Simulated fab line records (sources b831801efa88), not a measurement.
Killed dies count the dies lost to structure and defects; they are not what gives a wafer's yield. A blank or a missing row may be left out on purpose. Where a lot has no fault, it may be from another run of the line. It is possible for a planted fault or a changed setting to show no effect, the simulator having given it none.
A struck lot beside a sound one :: flow sky130 :: 17 out of 708 route steps
Sound: wafers L242.4, L242.5, L242.6. Struck: wafer L262.5 (left out: L262.3, L262.4 of the same lot, which were not struck); the cause appears at the end.
Order at every step that has rows: each side's tool, ch and its chambers, its first start. Under that, the readings that differ: sound wafers :: struck wafers :: difference of the means :: sigmas: that difference in standard deviations of wafers without a fault.
alike: a reading whose means differ by less than 2 such deviations, as well as words and numbers matching on both sides. not compared: withheld readings; readings where some wafer has no value; bounds like >300 that might hide an equal value; numbers whose values overlap and for which the record gives no deviation.
Wherever a step has rows on one side only, a row that says differs or no value, or a row with sigmas, the two part there. Non-overlapping numbers with no deviation appear without sigmas and do not part them. A reading that every wafer of one side lacks parts them only if that side has two wafers or more.

SKY_VT_ADJUST_LVTN_OVL_MEAS_07:
  sound on overlay-02, day 7 03:19; struck on overlay-02, day 12 11:49
  alike: VT_ADJUST_LVTN_OVL
following that, these wafers have no rows for 1 step: SKY_VT_ADJUST_LVTN_IMPLANT_08.
SKY_VT_ADJUST_LVTN_STRIP_09: strips in O2/N2.
  sound on plasma-asher-02 ch 0,1, day 7 03:31; struck on plasma-asher-03 ch 1, day 12 12:01
  alike: drypump-motor-current-A, oes-product-au, strip-time-to-endpoint-s
  not compared: rf-hours-counter-h
SKY_VT_ADJUST_LVTN_TW_MEAS_10:
  sound on film-metro-03, day 7 03:37; struck on film-metro-03, day 12 12:07
  alike: VT_ADJUST_LVTN_TW
then, 7 steps without rows for these wafers: SKY_VT_ADJUST_LVTN_DEHYDRATE_11 (time 60 s); SKY_VT_ADJUST_LVTN_HMDS_12 (prime time 60 s); SKY_VT_ADJUST_LVTN_COAT_13 (resist thk 1140 nm); SKY_VT_ADJUST_LVTN_SOFTBAKE_14 (time 60 s); SKY_VT_ADJUST_LVTN_EXPOSE_15 (exposes mask HVN STD DERIVED, target cd 600 nm); SKY_VT_ADJUST_LVTN_PEB_16; SKY_VT_ADJUST_LVTN_DEVELOP_17 (develop time 60 s).
SKY_VT_ADJUST_LVTN_OVL_MEAS_18:
  sound on overlay-02, day 7 22:40; struck on overlay-01, day 13 13:01
  alike: VT_ADJUST_LVTN_01_OVL
SKY_VT_ADJUST_LVTN_IMPLANT_19:
  sound on implanter-01 ch 0, day 7 22:46; struck on implanter-03 ch 0, day 13 13:05
  alike: dose-ions-cm2
SKY_VT_ADJUST_LVTN_STRIP_20: strips in O2/N2.
  sound on plasma-asher-02 ch 0,1, day 7 22:53; struck on plasma-asher-03 ch 0, day 13 13:13
reading: strip-time-to-endpoint-s (s)
sound: 14.21 14.21 14.24
struck: 14.11
difference: -0.11
sigmas: -3
  alike: drypump-motor-current-A, oes-product-au
  not compared: rf-hours-counter-h
SKY_VT_ADJUST_LVTN_TW_MEAS_21:
  sound on film-metro-02, day 7 22:58; struck on film-metro-02, day 13 13:19
reading: VT_ADJUST_LVTN_2_TW
sound: 189.0 187.9 187.5
struck: 178.2
difference: -9.9
sigmas: -6
then, 1 step without rows for these wafers: SKY_VT_ADJUST_NCORE_DEHYDRATE_00 (time 60 s).
-- here the record skips 37 days between the struck wafers' starts before and after, leaving off in module VT_ADJUST_NCORE and picking up in module PAD_OPEN (first step shown: number 708 of the route) --
SKY_PAD_OPEN_PROBE_99:
  sound on prober-01, day 46 03:08; struck on prober-02, day 50 21:38
reading: model.etest.res-pwell-under-gate.rs-ohm-sq
sound: 2313 2317 2304
struck: 2328
difference: +17
sigmas: 

reading: model.etest.tip_n_5v.rs-ohm-sq-range
sound: 33.15 11.38 27.55
struck: 42.66
difference: +18.63
sigmas: 

reading: model.etest.nfet-g5v0d10v5.body-rise-v (V)
sound: 0.6774 0.6871 0.6816
struck: 0.6564
difference: -0.0256
sigmas: 

reading: model.etest.nfet_16v.body-rise-v (V)
sound: 0.6718 0.6802 0.6757
struck: 0.6499
difference: -0.0260
sigmas: 

reading: model.etest.nfet-g5v0d10v5.vt-sat-v (V)
sound: 0.7682 0.7727 0.7606
struck: 0.7495
difference: -0.0177
sigmas: 

reading: model.etest.nfet-g5v0d10v5.vt-v (V)
sound: 0.8173 0.827 0.8128
struck: 0.8104
difference: -0.0086
sigmas: 

reading: model.etest.nfet-g5v0d10v5.vt-v-range
sound: 0.008484 0.02378 0.01562
struck: 0.02427
difference: +0.00831
sigmas: 
  alike: killed_at_M0_to_M3, killed_at_M4_up, killed-at-contacts, killed-at-front-end, killed-at-other, killed-dies, killed-open, killed-short

WHERE THEY PART
At SKY_VT_ADJUST_LVTN_STRIP_20 first; at SKY_VT_ADJUST_LVTN_TW_MEAS_21 last (within this record only). Later steps at which nothing parts them and some readings are alike: SKY_PAD_OPEN_PROBE_99.

WHY: the cause the simulator had injected
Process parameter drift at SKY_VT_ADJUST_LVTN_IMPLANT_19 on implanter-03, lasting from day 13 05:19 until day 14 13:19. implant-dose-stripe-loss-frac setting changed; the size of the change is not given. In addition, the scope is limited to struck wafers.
